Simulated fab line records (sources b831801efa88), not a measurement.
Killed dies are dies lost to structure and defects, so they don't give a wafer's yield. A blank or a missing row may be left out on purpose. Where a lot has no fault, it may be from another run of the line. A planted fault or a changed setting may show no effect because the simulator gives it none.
Split-lot experiment :: flow sfq line :: 23 wafers read from 5 lots, route of 325 steps

## THE SPLIT
At SFQ_TRILAYER_M6_LITHO_EXPOSE_160 (exposes mask M6, target cd 500 nm), the setting dose mj was moved away from the recipe's 14.4 on 8 of the 23 wafers read, by -7.4% to +3.7%. All remaining wafers had this setting at the recipe value.

## FROM THE SPLIT TO THE READING: what the file shows between them, 2 steps
- SFQ_TRILAYER_M6_LITHO_PEB_162: peb time 60 s
- SFQ_TRILAYER_M6_LITHO_DEVELOP_161: time 60 s

## THE READING
M6.cd nm (the simulator's own value, which no gauge read), in nm, at SFQ_TRILAYER_M6_BARC_OPEN_METAL_ETCH_206 (etches BARC in O2, target depth 125 nm, time 42.91 s). The file does not state a usual value for it. Average 500.6 nm, standard deviation 0.95 nm, over the 15 wafers here run with the recipe.

wafer: L075.2
tool, chamber at the split: krf scanner-02, 0
dose mj as run: 13.45
against the recipe: -6.6%
M6.cd nm, nm: 509.8
against lot-mates on the recipe: +10.1

wafer: L075.3
tool, chamber at the split: krf scanner-02, 0
dose mj as run: 14.4
against the recipe: recipe
M6.cd nm, nm: 499.6
against lot-mates on the recipe: -

wafer: L075.4
tool, chamber at the split: krf scanner-02, 0
dose mj as run: 14.4
against the recipe: recipe
M6.cd nm, nm: 499.1
against lot-mates on the recipe: -

wafer: L075.5
tool, chamber at the split: krf scanner-02, 0
dose mj as run: 13.45
against the recipe: -6.6%
M6.cd nm, nm: 511
against lot-mates on the recipe: +11.3

wafer: L075.6
tool, chamber at the split: krf scanner-02, 0
dose mj as run: 14.4
against the recipe: recipe
M6.cd nm, nm: 500.3
against lot-mates on the recipe: -

wafer: L077.1
tool, chamber at the split: krf scanner-02, 0
dose mj as run: 14.4
against the recipe: recipe
M6.cd nm, nm: 499.8
against lot-mates on the recipe: -

wafer: L077.2
tool, chamber at the split: krf scanner-02, 0
dose mj as run: 13.9
against the recipe: -3.5%
M6.cd nm, nm: 505.6
against lot-mates on the recipe: +5.4

wafer: L077.4
tool, chamber at the split: krf scanner-02, 0
dose mj as run: 14.4
against the recipe: recipe
M6.cd nm, nm: 498.9
against lot-mates on the recipe: -

wafer: L077.5
tool, chamber at the split: krf scanner-02, 0
dose mj as run: 13.9
against the recipe: -3.5%
M6.cd nm, nm: 505.2
against lot-mates on the recipe: +5.0

wafer: L077.6
tool, chamber at the split: krf scanner-02, 0
dose mj as run: 14.4
against the recipe: recipe
M6.cd nm, nm: 501.8
against lot-mates on the recipe: -

wafer: L079.1
tool, chamber at the split: krf scanner-02, 0
dose mj as run: 14.4
against the recipe: recipe
M6.cd nm, nm: 501.5
against lot-mates on the recipe: -

wafer: L079.4
tool, chamber at the split: krf scanner-02, 0
dose mj as run: 14.4
against the recipe: recipe
M6.cd nm, nm: 500.5
against lot-mates on the recipe: -

wafer: L079.6
tool, chamber at the split: krf scanner-02, 0
dose mj as run: 14.4
against the recipe: recipe
M6.cd nm, nm: 500.7
against lot-mates on the recipe: -

wafer: L080.1
tool, chamber at the split: krf scanner-02, 0
dose mj as run: 14.4
against the recipe: recipe
M6.cd nm, nm: 501.4
against lot-mates on the recipe: -

wafer: L080.2
tool, chamber at the split: krf scanner-02, 0
dose mj as run: 14.4
against the recipe: recipe
M6.cd nm, nm: 502.3
against lot-mates on the recipe: -

wafer: L080.3
tool, chamber at the split: krf scanner-02, 0
dose mj as run: 14.4
against the recipe: recipe
M6.cd nm, nm: 501.1
against lot-mates on the recipe: -

wafer: L080.5
tool, chamber at the split: krf scanner-02, 0
dose mj as run: 14.93
against the recipe: +3.7%
M6.cd nm, nm: 495.7
against lot-mates on the recipe: -5.9

wafer: L080.6
tool, chamber at the split: krf scanner-02, 0
dose mj as run: 14.93
against the recipe: +3.7%
M6.cd nm, nm: 495.3
against lot-mates on the recipe: -6.3

wafer: L084.1
tool, chamber at the split: krf scanner-01, 0
dose mj as run: 14.4
against the recipe: recipe
M6.cd nm, nm: 501.2
against lot-mates on the recipe: -

wafer: L084.2
tool, chamber at the split: krf scanner-01, 0
dose mj as run: 13.34
against the recipe: -7.4%
M6.cd nm, nm: 512.5
against lot-mates on the recipe: +11.8

wafer: L084.3
tool, chamber at the split: krf scanner-01, 0
dose mj as run: 14.4
against the recipe: recipe
M6.cd nm, nm: 500.2
against lot-mates on the recipe: -

wafer: L084.5
tool, chamber at the split: krf scanner-01, 0
dose mj as run: 14.4
against the recipe: recipe
M6.cd nm, nm: 500.6
against lot-mates on the recipe: -

wafer: L084.6
tool, chamber at the split: krf scanner-01, 0
dose mj as run: 13.34
against the recipe: -7.4%
M6.cd nm, nm: 510.8
against lot-mates on the recipe: +10.1

FIT RESULTS
A straight line over all 23 wafers: M6.cd nm changes by -1.47 nm for each +1% of dose mj; r = -0.98; the points scatter about the line by 0.88 nm.
The same after taking each lot's own level away (the mean of its wafers on the recipe; 23 wafers): -1.57 nm for each +1%; r = -0.99; scatter 0.71 nm.
That fit puts the effect of the largest move of dose mj on the reading at 12 nm.
Measured against the standard deviation above, the lots' own levels, which go from 499.67 to 501.60 nm, span 2.0 times it.
So the lot-to-lot level changes the slope little: the two slopes agree.
Check: +11.4 nm against its lot-mates is what the line predicts for one of the wafers moved furthest among these (-7.4%) when that wafer is left out of the fit. It came out at +11.8 nm against them.

## THESE WAFERS: OTHER SPLITS
These wafers also went through other splits before the reading. Each is held against what the fit with the lots' levels taken away leaves over:
other split on the same wafers: SFQ_TRILAYER_JJ_CE_ETCH_RIE_118 bias w
wafers away from the commonest value: 7
r with M6.cd nm (lot level and that fit taken away): -0.19

other split on the same wafers: SFQ_TRILAYER_M5_LITHO_EXPOSE_124 dose mj
wafers away from the commonest value: 6
r with M6.cd nm (lot level and that fit taken away): +0.11

other split on the same wafers: SFQ_TRILAYER_R5_LITHO_EXPOSE_137 dose mj
wafers away from the commonest value: 8
r with M6.cd nm (lot level and that fit taken away): +0.01

other split on the same wafers: SFQ_TRILAYER_R5_BARC_OPEN_METAL_ETCH_177 time s
wafers away from the commonest value: 10
r with M6.cd nm (lot level and that fit taken away): -0.23

other split on the same wafers: SFQ_TRILAYER_I5_BARC_OPEN_VIA_ETCH_200 time s
wafers away from the commonest value: 7
r with M6.cd nm (lot level and that fit taken away): -0.10

other split on the same wafers: SFQ_TRILAYER_C5_LITHO_COAT_156 resist thk nm
wafers away from the commonest value: 10
r with M6.cd nm (lot level and that fit taken away): +0.36

other split on the same wafers: SFQ_TRILAYER_M6_LITHO_COAT_159 resist thk nm
wafers away from the commonest value: 8
r with M6.cd nm (lot level and that fit taken away): -0.29

## FILE'S OWN FIT
M6.cd nm changes by -1.56 nm for each +1% of dose mj, r = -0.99.
